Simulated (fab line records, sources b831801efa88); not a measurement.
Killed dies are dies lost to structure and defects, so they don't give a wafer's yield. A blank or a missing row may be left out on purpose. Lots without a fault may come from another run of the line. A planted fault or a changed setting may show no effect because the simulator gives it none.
Chamber matching | flow gf180mcu | GF_V4_CMP_26 on cmp-02: 4 sister chambers
The step polishes, stops on SiO2, t overpolish 15 s, target thk 0 nm. 8 wafers are shown with their chamber, then 10 later ones without.

WAFERS WITH THEIR CHAMBER
wafer  | chamber | motor_current_A (A) | time_to_endpoint_s (s)
L780.3 | 0       | 10.8                | 89
L781.1 | 0       | 11.0                | 91
L784.6 | 2       | 11.8                | 82
L785.3 | 3       | 10.1                | 77
L785.4 | 1       | 11.3                | 82
L785.5 | 3       | 9.8                 | 77
L787.2 | 2       | 12.7                | 82
L787.4 | 1       | 10.9                | 81

WAFERS WITHOUT THEIR CHAMBER
wafer  | motor_current_A (A) | time_to_endpoint_s (s)
L787.5 | 10.6                | 85
L788.2 | 10.9                | 84
L788.4 | 11.2                | 84
L788.6 | 10.7                | 90
L789.1 | 11.3                | 85
L789.2 | 11.1                | 91
L789.3 | 12.2                | 84
L792.3 | 10.1                | 90
L792.4 | 11.0                | 89
L792.5 | 12.6                | 86

WHICH CHAMBER EACH WENT THROUGH
wafer  | from the rows above          | in truth
L787.5 | can't be placed: 1 or 2 or 0 | 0
L788.2 | can't be placed: 1 or 2      | 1
L788.4 | can't be placed: 1 or 2      | 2
L788.6 | 0                            | 0
L789.1 | can't be placed: 1 or 2 or 0 | 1
L789.2 | 0                            | 0
L789.3 | can't be placed: 2 or 1      | 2
L792.3 | 0                            | 0
L792.4 | 0                            | 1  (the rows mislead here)
L792.5 | can't be placed: 2 or 0 or 1 | 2
Placed correctly: 3 of 10. Can't be placed from these rows: 6 (the true chamber is among the candidates in 6). Placed wrongly: 1.
How it was worked out, from the rows above alone: a wafer's distance from a chamber is the root of the sum, over the readings, of the square of ((its reading less the chamber's mean) divided by the reading's scatter). The wafer belongs to the nearest chamber; if the next one is less than 2 further off, it can't be placed. A chamber's mean is the mean of its shown wafers. The scatter: the root of (the sum of the squares of (reading less its chamber's mean) over the shown wafers, divided by (wafers less chambers)).
